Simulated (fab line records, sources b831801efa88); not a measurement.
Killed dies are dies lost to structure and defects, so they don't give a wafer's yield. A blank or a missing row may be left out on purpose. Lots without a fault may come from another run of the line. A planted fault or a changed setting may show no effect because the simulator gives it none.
Which tool did it? | flow gf180mcu | 14 lots, 42 wafers sampled, at 6 steps of a route of 602

WHAT THE GAUGES READ, wafer by wafer
GF_MVSD_TW_MEAS_11. Usual: MVSD_TW 1569, standard deviation 10.
lot  | measured     | on            | MVSD_TW        | flag
L460 | day 4 11:03  | film_metro-03 | 1546 1553 1561 |
L461 | day 4 16:33  | film_metro-01 | 1557 1564 1566 |
L462 | day 4 23:05  | film_metro-02 | 1552 1553 1557 |
L463 | day 5 03:38  | film_metro-01 | 1574 1573 1581 |
L464 | day 5 08:54  | film_metro-01 | 1571 1574 1578 |
L465 | day 5 17:08  | film_metro-02 | 30 30 30       | OFF
L466 | day 5 22:48  | film_metro-02 | 30 30 30       | OFF
L469 | day 6 15:06  | film_metro-03 | 1555 1546 1552 |
L470 | day 6 20:30  | film_metro-02 | 1571 1559 1557 |
L476 | day 8 11:01  | film_metro-01 | 1574 1574 1577 |
L477 | day 8 14:05  | film_metro-01 | 1574 1575 1577 |
L479 | day 8 23:19  | film_metro-01 | 1579 1580 1580 |
L482 | day 9 18:32  | film_metro-02 | 1576 1573 1565 |
L483 | day 10 00:20 | film_metro-02 | 1578 1580 1580 |

GF_V3_CD_MEAS_14: target cd 260 nm. Usual: cd_nm 260.0 nm, standard deviation 1.2.
lot  | measured     | on        | cd_nm (nm)        | flag
L460 | day 22 00:36 | cd_sem-01 | 260.0 259.7 260.4 |
L461 | day 22 14:57 | cd_sem-02 | 260.3 260.4 260.5 |
L462 | day 23 05:55 | cd_sem-01 | 259.2 260.2 259.7 |
L463 | day 23 07:30 | cd_sem-01 | 259.1 259.1 259.1 |
L464 | day 23 21:10 | cd_sem-01 | 259.4 258.7 259.1 |
L465 | day 24 05:46 | cd_sem-01 | 260.8 260.3 258.8 |
L466 | day 24 16:50 | cd_sem-01 | 257.1 259.5 259.0 |
L469 | day 25 12:40 | cd_sem-01 | 259.8 259.6 260.0 |
L470 | day 25 23:06 | cd_sem-01 | 260.1 261.7 260.1 |
L476 | day 28 14:00 | cd_sem-01 | 259.1 258.9 258.5 |
L477 | day 28 16:01 | cd_sem-01 | 259.8 261.0 260.2 |
L479 | day 28 22:01 | cd_sem-01 | 257.8 258.9 259.1 |
L482 | day 29 18:09 | cd_sem-01 | 261.4 262.6 263.1 |
L483 | day 29 23:38 | cd_sem-02 | 261.1 260.8 261.6 |

WHICH TOOL RAN EACH LOT (tool, then ch and the chambers of the sampled wafers, then the start)
lot  | GF_LVPWELL_STRIP_10                 | GF_MVSD_STRIP_10                     | GF_V2_SPUTTER_22             | GF_M3_STRIP_17
L460 | plasma_asher-03 ch 0,1, day 3 21:04 | plasma_asher-04 ch 0,1, day 4 10:58  | pvd_sputter-02, day 19 23:37 | plasma_asher-03 ch 0,1, day 21 00:10
L461 | plasma_asher-01 ch 0,1, day 4 02:43 | plasma_asher-01 ch 0,1, day 4 16:28  | pvd_sputter-01, day 20 13:13 | plasma_asher-04 ch 0,1, day 21 14:04
L462 | plasma_asher-01 ch 0,1, day 4 08:47 | plasma_asher-04 ch 0, day 4 22:59    | pvd_sputter-03, day 21 04:55 | plasma_asher-03 ch 0,1, day 22 06:04
L463 | plasma_asher-04 ch 0,1, day 4 13:35 | plasma_asher-04 ch 0,1, day 5 03:32  | pvd_sputter-01, day 21 06:40 | plasma_asher-02 ch 0, day 22 07:28
L464 | plasma_asher-01 ch 0,1, day 4 18:32 | plasma_asher-04 ch 0,1, day 5 08:47  | pvd_sputter-02, day 21 21:13 | plasma_asher-04 ch 0,1, day 22 21:18
L465 | plasma_asher-01 ch 0,1, day 5 02:12 | plasma_asher-01 ch 0,1, day 5 17:02  | pvd_sputter-01, day 22 05:31 | plasma_asher-02 ch 0,1, day 23 06:16
L466 | plasma_asher-01 ch 0,1, day 5 08:00 | plasma_asher-04 ch 0,1, day 5 22:42  | pvd_sputter-01, day 22 17:01 | plasma_asher-03 ch 0,1, day 23 17:46
L469 | plasma_asher-03 ch 0,1, day 5 23:32 | plasma_asher-02 ch 0,1, day 6 14:59  | pvd_sputter-01, day 23 15:10 | plasma_asher-04 ch 0,1, day 24 14:10
L470 | plasma_asher-04 ch 0,1, day 6 05:39 | plasma_asher-04 ch 0,1, day 6 20:24  | pvd_sputter-02, day 24 01:28 | plasma_asher-04 ch 0,1, day 25 00:25
L476 | plasma_asher-03 ch 0,1, day 7 18:45 | plasma_asher-02 ch 0,1, day 8 10:54  | pvd_sputter-02, day 26 03:25 | plasma_asher-03 ch 1, day 27 01:31
L477 | plasma_asher-03 ch 0,1, day 7 21:35 | plasma_asher-04 ch 0, day 8 13:59    | pvd_sputter-02, day 26 08:28 | plasma_asher-02 ch 0,1, day 27 10:38
L479 | plasma_asher-01 ch 0,1, day 8 06:41 | plasma_asher-01 ch 0,1, day 8 23:12  | pvd_sputter-01, day 26 20:49 | plasma_asher-04 ch 1, day 28 12:05
L482 | plasma_asher-01 ch 0,1, day 9 00:53 | plasma_asher-01 ch 0,1, day 9 18:26  | pvd_sputter-01, day 28 12:51 | plasma_asher-03 ch 0,1, day 28 23:44
L483 | plasma_asher-03 ch 0,1, day 9 06:17 | plasma_asher-01 ch 0,1, day 10 00:14 | pvd_sputter-01, day 28 15:45 | plasma_asher-04 ch 0,1, day 29 03:56
- GF_LVPWELL_STRIP_10: strips in O2/N2.
- GF_MVSD_STRIP_10: strips in O2/N2.
- GF_V2_SPUTTER_22: material TiN, target thk 10 nm, time 40 s.
- GF_M3_STRIP_17: strips in O2/N2.

WHAT THE TOOLS THEMSELVES READ (means of the sampled wafers that have a number; where no wafer has one, the mark that the record gives instead)
GF_LVPWELL_STRIP_10. Usual: chamber_pressure_mTorr 1500.2 mTorr, standard deviation 1.5; drypump_motor_current_A 5.9 A, standard deviation 0.45; heater_power_w 324 W, standard deviation 34; oes_product_au 0.723 a.u., standard deviation 0.0046; strip_time_to_endpoint_s 36.97 s, standard deviation 0.12.
lot  | tool            | chamber_pressure_mTorr (mTorr) | drypump_motor_current_A (A) | heater_power_w (W) | oes_product_au (a.u.) | strip_time_to_endpoint_s (s) | flag
L460 | plasma_asher-03 | 1501.8                         | 5.7                         | 298                | 0.726                 | 36.91                        |
L461 | plasma_asher-01 | 1500.8                         | 6.2                         | 328                | 0.726                 | 36.95                        |
L462 | plasma_asher-01 | 1500.5                         | 5.8                         | 352                | 0.724                 | 36.87                        |
L463 | plasma_asher-04 | 1501.2                         | 5.8                         | 361                | 0.720                 | 36.98                        |
L464 | plasma_asher-01 | 1500.9                         | 6.2                         | 327                | 0.724                 | 37.00                        |
L465 | plasma_asher-01 | -                              | -                           | -                  | -                     | -                            | OFF
L466 | plasma_asher-01 | -                              | -                           | -                  | -                     | -                            | OFF
L469 | plasma_asher-03 | 1501.0                         | 5.7                         | 300                | 0.726                 | 36.89                        |
L470 | plasma_asher-04 | 1500.3                         | 5.8                         | 337                | 0.722                 | 37.05                        |
L476 | plasma_asher-03 | 1501.5                         | 5.7                         | 299                | 0.721                 | 36.87                        |
L477 | plasma_asher-03 | 1500.1                         | 5.7                         | 298                | 0.726                 | 36.99                        |
L479 | plasma_asher-01 | 1500.8                         | 6.2                         | 330                | 0.725                 | 37.10                        |
L482 | plasma_asher-01 | 1500.7                         | 5.9                         | 346                | 0.723                 | 36.80                        |
L483 | plasma_asher-03 | 1501.9                         | 6.0                         | 289                | 0.721                 | 36.91                        |

GF_MVSD_STRIP_10. Usual: chamber_pressure_mTorr 1500.3 mTorr, standard deviation 2.3; drypump_motor_current_A 5.9 A, standard deviation 0.37; heater_power_w 347 W, standard deviation 26; oes_product_au 0.723 a.u., standard deviation 0.0041; strip_time_to_endpoint_s 36.97 s, standard deviation 0.12.
lot  | tool            | chamber_pressure_mTorr (mTorr) | drypump_motor_current_A (A) | heater_power_w (W) | oes_product_au (a.u.) | strip_time_to_endpoint_s (s) | flag
L460 | plasma_asher-04 | 1499.9                         | 5.9                         | 376                | 0.719                 | 37.04                        |
L461 | plasma_asher-01 | 1500.3                         | 6.2                         | 336                | 0.722                 | 37.14                        |
L462 | plasma_asher-04 | 1499.5                         | 6.0                         | 394                | 0.721                 | 37.11                        |
L463 | plasma_asher-04 | 1500.9                         | 5.8                         | 364                | 0.725                 | 37.01                        |
L464 | plasma_asher-04 | 1500.3                         | 5.9                         | 373                | 0.719                 | 37.01                        |
L465 | plasma_asher-01 | 1500.8                         | 6.2                         | 327                | 0.738                 | 81.45                        | OFF
L466 | plasma_asher-04 | 1500.2                         | 5.8                         | 341                | 0.743                 | 81.71                        | OFF
L469 | plasma_asher-02 | 1500.3                         | 5.9                         | 355                | 0.725                 | 37.08                        |
L470 | plasma_asher-04 | 1499.3                         | 5.8                         | 336                | 0.725                 | 37.00                        |
L476 | plasma_asher-02 | 1500.2                         | 5.8                         | 355                | 0.725                 | 36.84                        |
L477 | plasma_asher-04 | 1500.7                         | 6.0                         | 364                | 0.720                 | 37.19                        |
L479 | plasma_asher-01 | 1501.3                         | 5.9                         | 343                | 0.719                 | 36.84                        |
L482 | plasma_asher-01 | 1498.6                         | 5.9                         | 343                | 0.725                 | 37.08                        |
L483 | plasma_asher-01 | 1501.3                         | 6.2                         | 330                | 0.722                 | 36.95                        |

GF_V2_SPUTTER_22. Usual: throttle_valve_pct 30.6 %, standard deviation 0.63.
lot  | tool           | throttle_valve_pct (%) | flag
L460 | pvd_sputter-02 | 30.9                   |
L461 | pvd_sputter-01 | 30.2                   |
L462 | pvd_sputter-03 | 30.7                   |
L463 | pvd_sputter-01 | 30.7                   |
L464 | pvd_sputter-02 | 30.4                   |
L465 | pvd_sputter-01 | 30.8                   |
L466 | pvd_sputter-01 | 30.3                   |
L469 | pvd_sputter-01 | 30.5                   |
L470 | pvd_sputter-02 | 31.6                   |
L476 | pvd_sputter-02 | 30.4                   |
L477 | pvd_sputter-02 | 30.9                   |
L479 | pvd_sputter-01 | 30.6                   |
L482 | pvd_sputter-01 | 30.5                   |
L483 | pvd_sputter-01 | 30.5                   |

GF_M3_STRIP_17. Usual: chamber_pressure_mTorr 1499.7 mTorr, standard deviation 1.3; drypump_motor_current_A 5.86 A, standard deviation 0.22; heater_power_w 336 W, standard deviation 27; oes_product_au 0.559 a.u., standard deviation 0.0046; strip_time_to_endpoint_s 7.91 s, standard deviation 0.049.
lot  | tool            | chamber_pressure_mTorr (mTorr) | drypump_motor_current_A (A) | heater_power_w (W) | oes_product_au (a.u.) | strip_time_to_endpoint_s (s) | flag
L460 | plasma_asher-03 | 1499.7                         | 5.71                        | 300                | 0.556                 | 7.93                         |
L461 | plasma_asher-04 | 1499.6                         | 5.83                        | 333                | 0.561                 | 7.90                         |
L462 | plasma_asher-03 | 1500.4                         | 5.98                        | 294                | 0.559                 | 7.90                         |
L463 | plasma_asher-02 | 1499.5                         | 5.73                        | 347                | 0.558                 | 7.86                         |
L464 | plasma_asher-04 | 1499.0                         | 5.89                        | 351                | 0.558                 | 7.96                         |
L465 | plasma_asher-02 | 1500.8                         | 5.89                        | 345                | 0.560                 | 7.93                         |
L466 | plasma_asher-03 | 1500.1                         | 5.70                        | 298                | 0.559                 | 7.89                         |
L469 | plasma_asher-04 | 1500.5                         | 5.91                        | 348                | 0.563                 | 7.98                         |
L470 | plasma_asher-04 | 1500.1                         | 5.82                        | 333                | 0.554                 | 7.92                         |
L476 | plasma_asher-03 | 1499.9                         | 5.45                        | 310                | 0.559                 | 7.95                         |
L477 | plasma_asher-02 | 1500.4                         | 5.91                        | 355                | 0.561                 | 7.91                         |
L479 | plasma_asher-04 | 1500.0                         | 5.74                        | 321                | 0.558                 | 7.93                         |
L482 | plasma_asher-03 | 1500.1                         | 5.70                        | 299                | 0.558                 | 7.89                         |
L483 | plasma_asher-04 | 1499.8                         | 5.89                        | 353                | 0.566                 | 7.97                         |

THE ANSWER, worked out from the rows above alone
Rule: a lot is off if the mean of its wafers that have a number lies more than 3 standard deviations from the usual mean. A lot without any number at a reading at which 4 lots or more have one is off too. The other lots that the step has rows for count as sound. The gauges are gone through in route order, then the tools' own readings, and for those a lot's mean is taken as printed above. The first step at which some lot is off is used, and at that step the reading that is off furthest; a lot without a number counts as furthest.
Off: L465, L466, at GF_MVSD_TW_MEAS_11 (MVSD_TW).
A tool fits if, at a process step before that reading, it ran every lot that is off, and no sound lot after the first of them. The gauges at GF_MVSD_TW_MEAS_11 aren't tried: what is off there is off at GF_LVPWELL_STRIP_10 too, on other tools, and a gauge's error can't cause that. None of those tried fits.

WHAT THE SIMULATOR HAD PUT IN
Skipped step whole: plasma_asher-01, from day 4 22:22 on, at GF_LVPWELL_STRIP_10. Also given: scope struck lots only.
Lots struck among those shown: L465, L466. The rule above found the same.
